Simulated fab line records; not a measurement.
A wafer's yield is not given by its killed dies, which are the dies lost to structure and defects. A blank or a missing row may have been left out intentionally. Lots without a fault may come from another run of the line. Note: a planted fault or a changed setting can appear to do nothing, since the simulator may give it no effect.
Which tool did it? + flow sky130 + 33 wafers from 11 lots sampled at 5 of the route's 708 steps

== WHAT THE GAUGES READ, wafer by wafer ==
SKY_LOCAL_INTERCONNECT_OVL_MEAS_12. Usual: LOCAL_INTERCONNECT_OVL gives -3 nm (standard deviation 5).
| lot  | measured     | on         | LOCAL_INTERCONNECT_OVL (nm) | flag |
|------|--------------|------------|-----------------------------|------|
| L983 | day 30 12:27 | overlay-02 | -3 -4 -1                    |      |
| L987 | day 31 22:42 | overlay-02 | -12 -14 -9                  |      |
| L990 | day 33 00:59 | overlay-01 | -3 2 5                      |      |
| L991 | day 33 06:39 | overlay-01 | -2 -6 0                     |      |
| L998 | day 36 05:34 | overlay-01 | 0 -2 1                      |      |
| L100 | day 36 05:55 | overlay-02 | -4 -3 -6                    |      |
| L999 | day 36 06:49 | overlay-01 | 5 1 1                       |      |
| L101 | day 36 14:14 | overlay-01 | -2 -1 6                     |      |
| L102 | day 36 15:31 | overlay-01 | -8 -3 -5                    |      |
| L105 | day 37 17:28 | overlay-02 | 0 -3 -5                     |      |
| L106 | day 37 19:12 | overlay-02 | 0 -5 6                      |      |

SKY_VIA1_THK_MEAS_01. Usual: VIA1_HDPCVD_THK gives 1025 nm (standard deviation 11).
| lot  | measured     | on           | VIA1_HDPCVD_THK (nm)    | flag |
|------|--------------|--------------|-------------------------|------|
| L983 | day 32 22:52 | filmMetro-02 | 1049 1048 1041          |      |
| L987 | day 34 08:28 | filmMetro-03 | 863 856 882 862 856 884 | OFF  |
| L990 | day 35 10:35 | filmMetro-01 | 860 859 870 860 859 869 | OFF  |
| L991 | day 35 15:02 | filmMetro-03 | 868 864 854 867 863 854 | OFF  |
| L998 | day 38 13:12 | filmMetro-03 | 1011 1017 1017          |      |
| L100 | day 38 13:31 | filmMetro-03 | 1042 1041 1043          |      |
| L999 | day 38 14:40 | filmMetro-02 | 1036 1013 1026          |      |
| L101 | day 38 22:03 | filmMetro-01 | 1023 1034 1031          |      |
| L102 | day 38 23:17 | filmMetro-01 | 1029 1036 1030          |      |
| L105 | day 40 00:53 | filmMetro-01 | 1000 998 1011           |      |
| L106 | day 40 02:07 | filmMetro-02 | 1029 1040 1026          |      |

== TOOL THAT RAN EACH LOT (tool first, then ch and the chambers of the sampled wafers, then the start) ==
| lot  | SKY_METAL1_SPUTTER_04       | SKY_METAL1_DESCUM_17             | SKY_VIA1_HDPCVD_00               |
|------|-----------------------------|----------------------------------|----------------------------------|
| L983 | pvdSputter-01, day 31 19:03 | rieMetal-02 ch 0,1, day 32 21:58 | hdpcvd-02 ch 1,2, day 32 22:44   |
| L987 | pvdSputter-01, day 33 04:32 | rieMetal-04 ch 0,1, day 34 07:32 | hdpcvd-02 ch 0,1,2, day 34 08:21 |
| L990 | pvdSputter-01, day 34 06:44 | rieMetal-01 ch 0,1, day 35 09:41 | hdpcvd-02 ch 0,1, day 35 10:29   |
| L991 | pvdSputter-01, day 34 11:30 | rieMetal-02 ch 0,1, day 35 14:08 | hdpcvd-02 ch 0,1,2, day 35 14:55 |
| L998 | pvdSputter-03, day 37 10:28 | rieMetal-04 ch 0,1, day 38 12:14 | hdpcvd-02 ch 1,2, day 38 13:05   |
| L100 | pvdSputter-03, day 37 11:16 | rieMetal-01 ch 0, day 38 12:35   | hdpcvd-02 ch 0,1,2, day 38 13:24 |
| L999 | pvdSputter-03, day 37 12:04 | rieMetal-04 ch 0,1, day 38 13:46 | hdpcvd-02 ch 0,1,2, day 38 14:32 |
| L101 | pvdSputter-04, day 37 19:14 | rieMetal-02 ch 0,1, day 38 21:08 | hdpcvd-01 ch 1,2, day 38 21:56   |
| L102 | pvdSputter-03, day 37 20:43 | rieMetal-04 ch 0,1, day 38 22:23 | hdpcvd-02 ch 0,1,2, day 38 23:10 |
| L105 | pvdSputter-03, day 38 22:29 | rieMetal-04 ch 0,1, day 39 23:59 | hdpcvd-01 ch 0,1,2, day 40 00:46 |
| L106 | pvdSputter-01, day 38 23:34 | rieMetal-02 ch 1, day 40 01:01   | hdpcvd-02 ch 0,2, day 40 02:00   |
- SKY_METAL1_SPUTTER_04: material TiN, target thk 70 nm, time 58.3 s.
- SKY_METAL1_DESCUM_17: chemistry O2, time 8 s.
- SKY_VIA1_HDPCVD_00: deposits SiO2, target thk 1030 nm, time 171.7 s.

== AS READ BY THE TOOLS THEMSELVES (means over the sampled wafers that have a number; for cases with no such wafer, the mark the record gives instead) ==
SKY_METAL1_SPUTTER_04. Usual: throttleValvePct reads 30.9 % (standard deviation 1.1).
| lot  | tool          | throttleValvePct (%) | flag |
|------|---------------|----------------------|------|
| L983 | pvdSputter-01 | 31.0                 |      |
| L987 | pvdSputter-01 | 31.6                 |      |
| L990 | pvdSputter-01 | 30.5                 |      |
| L991 | pvdSputter-01 | 31.0                 |      |
| L998 | pvdSputter-03 | 30.1                 |      |
| L100 | pvdSputter-03 | 32.0                 |      |
| L999 | pvdSputter-03 | 30.0                 |      |
| L101 | pvdSputter-04 | 31.8                 |      |
| L102 | pvdSputter-03 | 30.7                 |      |
| L105 | pvdSputter-03 | 30.7                 |      |
| L106 | pvdSputter-01 | 30.6                 |      |

SKY_METAL1_DESCUM_17. Usual: drypumpMotorCurrentA 5.7 A, standard deviation 0.53; oesProductAu 0.993 a.u., standard deviation 0.0098.
| lot  | tool        | drypumpMotorCurrentA (A) | oesProductAu (a.u.) | flag |
|------|-------------|--------------------------|---------------------|------|
| L983 | rieMetal-02 | 5.4                      | 0.995               |      |
| L987 | rieMetal-04 | 6.1                      | 0.993               |      |
| L990 | rieMetal-01 | 5.6                      | 1.006               |      |
| L991 | rieMetal-02 | 5.1                      | 0.999               |      |
| L998 | rieMetal-04 | 6.0                      | 0.991               |      |
| L100 | rieMetal-01 | 6.4                      | 0.994               |      |
| L999 | rieMetal-04 | 6.0                      | 0.995               |      |
| L101 | rieMetal-02 | 5.1                      | 0.994               |      |
| L102 | rieMetal-04 | 6.0                      | 0.987               |      |
| L105 | rieMetal-04 | 6.0                      | 0.986               |      |
| L106 | rieMetal-02 | 5.7                      | 0.993               |      |

SKY_VIA1_HDPCVD_00. Usual: sih4FlowSccm reads 59.98 sccm (standard deviation 0.17).
| lot  | tool      | sih4FlowSccm (sccm) | flag |
|------|-----------|---------------------|------|
| L983 | hdpcvd-02 | 60.10               |      |
| L987 | hdpcvd-02 | 50.96               | OFF  |
| L990 | hdpcvd-02 | 51.10               | OFF  |
| L991 | hdpcvd-02 | 51.02               | OFF  |
| L998 | hdpcvd-02 | 59.95               |      |
| L100 | hdpcvd-02 | 59.86               |      |
| L999 | hdpcvd-02 | 59.98               |      |
| L101 | hdpcvd-01 | 60.18               |      |
| L102 | hdpcvd-02 | 60.00               |      |
| L105 | hdpcvd-01 | 59.97               |      |
| L106 | hdpcvd-02 | 60.00               |      |

== THE ANSWER, worked out from the rows above alone ==
Rule: lot off if the mean of its wafers having a number is beyond 3 standard deviations from the usual mean. Also off: a lot with no number at a reading for which 4 or more lots have one. All remaining lots with rows at the step are treated as sound. First the gauges in route order, then the tools' own readings, where a lot's mean is used as printed above. At the first step where some lot is off, the reading lying furthest off is the one used; lots without a number count as furthest.
Off: L987, L990, L991, seen at SKY_VIA1_THK_MEAS_01 (VIA1_HDPCVD_THK).
If a tool, at a process step before that reading, ran all the lots that are off and no sound lot after the first of them, it fits. Not tried: the gauges at SKY_VIA1_THK_MEAS_01; whatever is off there is also off at SKY_VIA1_HDPCVD_00, on other tools, and gauge error can't account for it. Of those tried, none fits.

== WHAT WAS PUT IN BY THE SIMULATOR ==
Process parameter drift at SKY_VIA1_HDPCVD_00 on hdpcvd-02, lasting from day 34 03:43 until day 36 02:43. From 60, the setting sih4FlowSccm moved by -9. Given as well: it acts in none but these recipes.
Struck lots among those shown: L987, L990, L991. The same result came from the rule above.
